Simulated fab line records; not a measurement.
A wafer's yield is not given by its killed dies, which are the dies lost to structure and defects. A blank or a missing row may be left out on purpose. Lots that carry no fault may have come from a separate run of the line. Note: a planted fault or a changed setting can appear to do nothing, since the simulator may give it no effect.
8D (eight disciplines) problem report, filled in by code + flow gf180mcu + the parts of the form that need people (team, actions taken, sign-off) are left out

1. PROBLEM STATEMENT
Mean V4_CVD_00_THK at GF_V4_THK_MEAS_01: 512 nm over 2 wafers in 2 lots; fault-free wafers: 602 nm, standard deviation 5.1. Measured from the usual mean, that is -18 standard deviations.
Earliest sighting: wafer L619.1 on film_metro-01 at day 28 08:56. The record holds 36 wafers of 12 lots with a number at this step. By rule, "out" or "out of limits" means more than 4 standard deviations away from the usual mean. All remaining wafers that have a number are taken as sound.

2. WHAT IT IS, WHAT IT ISN'T
| question                    | is                           | is not                                                                                 |
|-----------------------------|------------------------------|----------------------------------------------------------------------------------------|
| which readings at this step | V4_CVD_00_THK                | -                                                                                      |
| which lots                  | L619, L621                   | L605, L606, L607, L608, L609, L610, L612, L625, L626, L627                             |
| which wafers of those lots  | L619.1, L621.2               | L619.2, L619.6, L621.4, L621.6                                                         |
| read on which gauges        | film_metro-01, film_metro-02 | film_metro-04                                                                          |
| when                        | from day 28 08:56            | up to then (23 sound wafers); but 11 sound wafers of L621, L625, L626, L627 came after |

3. WHAT RULES OUT EACH SUSPECT
Counting: a tool at a process step up to the reading stays a suspect if it ran every lot that is out. Sound lots after the first of them don't rule it out here, since some wafers of a struck lot are sound.
- the gauge at GF_V4_THK_MEAS_01: ruled out. 2 gauges (film_metro-01, film_metro-02) read the wafers that are out.
- rie_diel-04 at GF_V3_ETCH_16 (etches BARC in N2/H2): kept. It processed each lot that is out (first: L619, day 27 10:13); up to then, its last sound lot is L612 (day 25 15:31).
- hdpcvd-02 at GF_V4_CVD_00 (deposits SiO2, target thk 600 nm, time 100 s): kept. It processed each lot that is out (first: L619, day 28 08:52); up to then, its last sound lot is L612 (day 26 14:11). Out on those wafers are its own readings of sih4_flow_sccm.
- hdpcvd-02, GF_V4_CVD_00: wafers that are out in chamber 1, sound lot-mates in chambers 0, 2.
Remaining after the count are rie_diel-04 at GF_V3_ETCH_16 and hdpcvd-02 at GF_V4_CVD_00.

4. THE CAUSE (what the simulator had put in)
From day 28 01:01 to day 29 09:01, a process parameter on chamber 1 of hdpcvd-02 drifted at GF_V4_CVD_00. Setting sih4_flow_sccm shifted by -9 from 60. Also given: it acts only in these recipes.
2 suspects survive the count, and this tool is in that group.

5. SEQUENCE OF EFFECTS, ordered by route
One row per reading whose mean, taken over the struck wafers that have a number, lies over 3 standard deviations from the usual. Scope: only readings with a usual standard deviation given in the record; hours: median across lots of the time from each lot's start at the first step in this table that gives one to its start at this step; sigmas: change in usual standard deviations.
| hours | step              | reading        | usual      | on struck wafers | change | sigmas |
|-------|-------------------|----------------|------------|------------------|--------|--------|
| 0     | GF_V4_CVD_00      | sih4_flow_sccm | 60.01 sccm | 50.95            | -9.06  | -50    |
| 0     | GF_V4_THK_MEAS_01 | V4_CVD_00_THK  | 602 nm     | 512              | -90    | -18    |
Here are the process steps it includes:
- GF_V4_CVD_00: deposits SiO2, target thk 600 nm, time 100 s.
At these later measuring or inspecting steps, every struck wafer for which the step has a row has a number for every such reading, and none has moved that far: GF_V4_BOW_MEAS_05.

6. WHAT WOULD HAVE CAUGHT IT SOONER
The first out-of-limits reading at a measuring or inspecting step in this record came at day 28 08:56, 8 hours after the fault's start at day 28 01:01.
At GF_V4_CVD_00, the tool's own readings (sih4_flow_sccm) were out on each struck wafer the step has a row for, so an alarm limit on them would have fired on the first such wafer.
L621, from the lots that are out (2), started GF_V4_CVD_00 on hdpcvd-02 later than day 28 08:56. Putting the tool on hold at that point would have spared it.
